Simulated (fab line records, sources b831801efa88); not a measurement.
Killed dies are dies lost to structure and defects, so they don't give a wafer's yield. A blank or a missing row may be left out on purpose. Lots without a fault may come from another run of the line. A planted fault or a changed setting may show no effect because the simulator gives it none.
Problem report in the 8D (eight disciplines) form, filled by code | flow gf180mcu | the parts of the form that need people (team, actions taken, sign-off) are left out

1. THE PROBLEM
MVPSD_TW at GF_MVPSD_TW_MEAS_11 reads a mean of 531 on 3 wafers of 1 lot; wafers without a fault read 560 with a standard deviation of 3.4. That is -8.6 standard deviations from the usual mean.
First seen on wafer L820.1, day 7 23:32, on film_metro-02. The record holds 39 wafers of 13 lots with a number at this step. Rule for "out", or "out of limits": more than 4 standard deviations from the usual mean. The other wafers with a number count as sound.

2. WHAT IT IS AND WHAT IT IS NOT
question                    | is                     | is not
which readings at this step | MVPSD_TW               | -
which lots                  | L820                   | L811, L812, L814, L815, L816, L818, L819, L821, L824, L828, L830, L831
which wafers of those lots  | all that have a number | -
read on which gauges        | film_metro-02          | film_metro-01, film_metro-03
when                        | from day 7 23:32       | up to then (21 sound wafers); but 15 sound wafers of L821, L824, L828, L830, L831 came after

3. SUSPECTS, AND WHAT RULES EACH OUT
Counting: a tool at a process step up to the reading stays a suspect if it ran every lot that is out and no sound lot after the first of them.
- the gauge at GF_MVPSD_TW_MEAS_11: ruled out. All the wafers that are out were read on film_metro-02, but those of them that GF_MVSD_STRIP_10 has rows for are out there too, on other tools.
- plasma_asher-01 at GF_MVSD_STRIP_10 (strips in O2/N2): kept. It ran the lot that is out, L820 (day 7 07:20), and no sound lot after that; its last sound lot up to then is L819 (day 7 04:41). Its own readings are out on those wafers: oes_product_au.
- plasma_asher-01 at GF_MVPSD_STRIP_10 (strips in O2/N2): ruled out as a lasting fault. Sound lots L828, L831 ran on it after its first lot that is out, L820 (day 7 23:26).
Left after counting: plasma_asher-01 at GF_MVSD_STRIP_10.

4. THE CAUSE (what the simulator had put in)
Strip aborted: plasma_asher-01, from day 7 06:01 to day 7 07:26, at GF_MVSD_STRIP_10. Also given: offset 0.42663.
Counting left only this tool.

5. THE CHAIN OF EFFECTS, in route order
Each row: a reading whose mean over the struck wafers that have a number lies more than 3 standard deviations from the usual. Only readings for which the record gives a usual standard deviation are gone through. hours: the time from each lot's start at the first step in this table that gives one to its start at this step, as a median over the lots. sigmas: the change in usual standard deviations.
hours | step                | reading                  | usual      | on struck wafers | change | sigmas
0     | GF_MVSD_STRIP_10    | oes_product_au           | 0.722 a.u. | 0.964            | +0.242 | +53
16    | GF_MVPSD_STRIP_10   | strip_time_to_endpoint_s | 36.95 s    | 42.16            | +5.21  | +66
16    | GF_MVPSD_TW_MEAS_11 | MVPSD_TW                 | 560        | 531              | -29    | -8.6
The process steps in it:
- GF_MVSD_STRIP_10: strips in O2/N2.
- GF_MVPSD_STRIP_10: strips in O2/N2.
Readings that are blank on the struck wafers while sound wafers have them: strip_time_to_endpoint_s at GF_MVSD_STRIP_10.
Later measuring or inspecting steps at which every struck wafer that the step has a row for has a number for every such reading, and none has moved that far: GF_HV_LDD_OVL_MEAS_32.

6. WHAT WOULD HAVE CAUGHT IT SOONER
In this record the first reading out of limits at a measuring or inspecting step was taken at day 7 23:32, 18 hours after the fault began at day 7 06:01.
The tool's own readings at GF_MVSD_STRIP_10 were out on every struck wafer that the step has a row for (oes_product_au): an alarm limit on them would have fired on the first of those.
All the lots that are out (1) had begun GF_MVSD_STRIP_10 on plasma_asher-01 by day 7 23:32. A hold on the tool at that time would have spared none of them.
